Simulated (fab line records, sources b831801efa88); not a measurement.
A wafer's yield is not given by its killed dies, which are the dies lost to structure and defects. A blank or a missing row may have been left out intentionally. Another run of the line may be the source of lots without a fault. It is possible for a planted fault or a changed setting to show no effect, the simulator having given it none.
Comparing a struck lot with a sound one || flow gf180mcu || 37 steps out of a route of 602
Sound: these wafers, L408.1, L408.2, L408.5. Wafers struck: L416.2, L416.3, L416.5. At the end, the cause is stated.
Each step with rows lists, per side, the tool, then ch with its chambers, then its first start. Under that, the readings that differ: sound wafers || struck wafers || difference of the means || sigmas: that difference in standard deviations of wafers without a fault.
alike: readings with means less than 2 such deviations apart, plus words and numbers identical on both sides. not compared: withheld readings, readings lacking a value on some wafer, bounds such as >300 that could conceal the same value, and numbers that have no deviation in the record and whose values overlap.
A row with sigmas, a row that says differs or no value, or rows on one side alone: a step with any of these is where the two part. Non-overlapping numbers with no deviation appear without sigmas and do not part them. A reading that every wafer of one side lacks parts them only if that side has two wafers or more.

first, 2 steps without rows for these wafers: GF_M3_PEB_12 (peb time 90 s); GF_M3_DEVELOP_13 (develop time 60 s).
GF_M3_CD_MEAS_14: target cd 280 nm.
  sound on cd_sem-02, day 22 18:49; struck on cd_sem-01, day 25 17:20
  alike: cd_nm
GF_M3_OVL_MEAS_15:
  sound on overlay-02, day 22 18:56; struck on overlay-01, day 25 17:27
  alike: M3_OVL
GF_M3_METAL_ETCH_16: etches the open film in Cl2/BCl3, stops on SiO2, target depth 750.8 nm, time 125.1 s.
  sound on rie_metal-04 ch 1, day 22 18:58; struck on rie_metal-03 ch 0,1, day 25 17:29
{"reading": "drypump_motor_current_A (A)", "sound": "6.3 6.2 6.2", "struck": "4.7 4.7 5.9", "difference": -1.1, "sigmas": -2}
  alike: bcl3_flow_sccm, chamber_pressure_mTorr, oes_product_au, throttle_valve_pct
  not compared: rf_hours_counter_h
then, 4 steps without rows for these wafers: GF_M3_STRIP_17 (strips in O2/N2); GF_M3_STRIP_18 (strips in post etch residue remover, time 1200 s); GF_M3_CLEAN_19 (cleans in DIW); GF_V3_CVD_00 (deposits SiO2, target thk 600 nm, time 100 s).
GF_V3_THK_MEAS_01:
  sound on film_metro-01, day 22 19:52; struck on film_metro-02, day 25 18:14
  alike: V3_CVD_00_THK
GF_V3_CVD_02: deposits SiO2 from TEOS, target thk 850 nm, time 90.27 s.
  sound on pecvd-04 ch 0,2, day 22 19:55; struck on pecvd-02 ch 0,1, day 25 18:17
  alike: heater_power_outer_w, heater_power_w
GF_V3_THK_MEAS_03:
  sound on film_metro-02, day 22 19:59; struck on film_metro-02, day 25 18:22
  alike: V3_CVD_02_THK
GF_V3_CMP_04: polishes SiO2.
  sound on cmp-02 ch 0,2, day 22 20:03; struck on cmp-02 ch 2,3, day 25 18:25
{"reading": "time_to_endpoint_s (s)", "sound": "58 64 67", "struck": "35 43 37", "difference": -25, "sigmas": -3}
{"reading": "model.SiO2_of_V3_CVD_02.thk_nm (nm)", "sound": "631.8 632.8 633", "struck": "693.3 695.3 692.6", "difference": "+61.2", "sigmas": ""}
  alike: motor_current_A, slurry_filter_dp_kPa
GF_V3_BOW_MEAS_05:
  sound on film_metro-02, day 22 20:21; struck on film_metro-02, day 25 18:44
  alike: V3_BOW
then, 8 steps without rows for these wafers: GF_V3_DEHYDRATE_06 (time 60 s); GF_V3_HMDS_07 (prime time 60 s); GF_V3_COAT_08; GF_V3_COAT_09 (resist thk 1000 nm); GF_V3_SOFTBAKE_10 (time 60 s); GF_V3_EXPOSE_11 (exposes mask Via3, target cd 260 nm); GF_V3_PEB_12 (peb time 90 s); GF_V3_DEVELOP_13 (develop time 60 s).
GF_V3_CD_MEAS_14: target cd 260 nm.
  sound on cd_sem-01, day 23 19:13; struck on cd_sem-01, day 26 15:47
  alike: cd_nm
GF_V3_OVL_MEAS_15:
  sound on overlay-01, day 23 19:20; struck on overlay-02, day 26 15:53
  alike: V3_OVL
GF_V3_ETCH_16: etches BARC in N2/H2.
  sound on rie_diel-04 ch 0,1,2, day 23 19:23; struck on rie_diel-04 ch 0,2,3, day 26 15:55
  alike: chamber_pressure_mTorr, drypump_motor_current_A, oes_product_au, throttle_valve_pct
GF_V3_ETCH_17: etches SiO2 in C4F8/O2/Ar, stops on TiN, target depth 635 nm.
  sound: rie_diel-04 ch 0,1,2; struck: rie_diel-04 ch 0,2,3
{"reading": "oes_product_au (a.u.)", "sound": "0.847 0.847 0.860", "struck": "0.900 0.906 0.902", "difference": "+0.051", "sigmas": "+11"}
{"reading": "model.V3.feature_depth_nm (nm)", "sound": "631.8 632.8 633", "struck": "693.3 695.3 692.6", "difference": "+61.2", "sigmas": ""}
{"reading": "model.etch.depth_nm (nm)", "sound": "631.8 632.8 633", "struck": "693.3 695.3 692.6", "difference": "+61.2", "sigmas": ""}
  alike: chamber_pressure_mTorr
then, 5 steps without rows for these wafers: GF_V3_STRIP_18 (strips in O2/N2); GF_V3_STRIP_19 (strips in post etch residue remover, time 1200 s); GF_V3_CLEAN_20 (cleans in DIW); GF_V3_SPUTTER_21 (material Ti, target thk 15 nm, time 80.02 s); GF_V3_SPUTTER_22 (material TiN, target thk 10 nm, time 40 s).
GF_V3_CVD_23: deposits W, target thk 350 nm, time 104.9 s.
  sound on cvd_w-01 ch 0,1, day 23 20:10; struck on cvd_w-01 ch 0,1, day 26 16:43
  alike: heater_power_outer_w, heater_power_w
GF_V3_RS_MEAS_24: a four-point-probe measurement.
  sound on film_metro-03, day 23 20:17; struck on film_metro-02, day 26 16:53
  alike: V3_W_RS
GF_V3_THK_MEAS_25: measures by xrf.
  sound on film_metro-03, day 23 20:24; struck on film_metro-02, day 26 17:00
  alike: V3_W_THK
GF_V3_CMP_26: polishes, stops on SiO2, t overpolish 15 s, target thk 0 nm.
  sound on cmp-01 ch 1,3, day 23 20:31; struck on cmp-02 ch 0,3, day 26 17:08
{"reading": "model.SiO2_of_V3_CVD_02.thk_nm (nm)", "sound": "628 629 629.2", "struck": "689.5 691.6 688.8", "difference": "+61.2", "sigmas": ""}
  alike: motor_current_A, slurry_filter_dp_kPa
GF_M4_SPUTTER_00: material Ti, target thk 37.5 nm, time 150 s.
  sound on pvd_sputter-04, day 23 20:46; struck on pvd_sputter-04, day 26 17:23
  alike: cathode_dc_power_W, throttle_valve_pct
-- the record jumps here: 6 days lie between the struck wafers' starts before and after (it left off in module M4 and takes up again in module PASSIVATION, whose first step shown is number 602 of the route) --
GF_PASSIVATION_PROBE_99:
  only the struck wafers here have rows in the record (prober-01, day 32 14:50); the sound ones have none

== WHERE THEY PART ==
At GF_M3_METAL_ETCH_16 first; at GF_PASSIVATION_PROBE_99 last (within this record only).

WHY: the cause the simulator had injected
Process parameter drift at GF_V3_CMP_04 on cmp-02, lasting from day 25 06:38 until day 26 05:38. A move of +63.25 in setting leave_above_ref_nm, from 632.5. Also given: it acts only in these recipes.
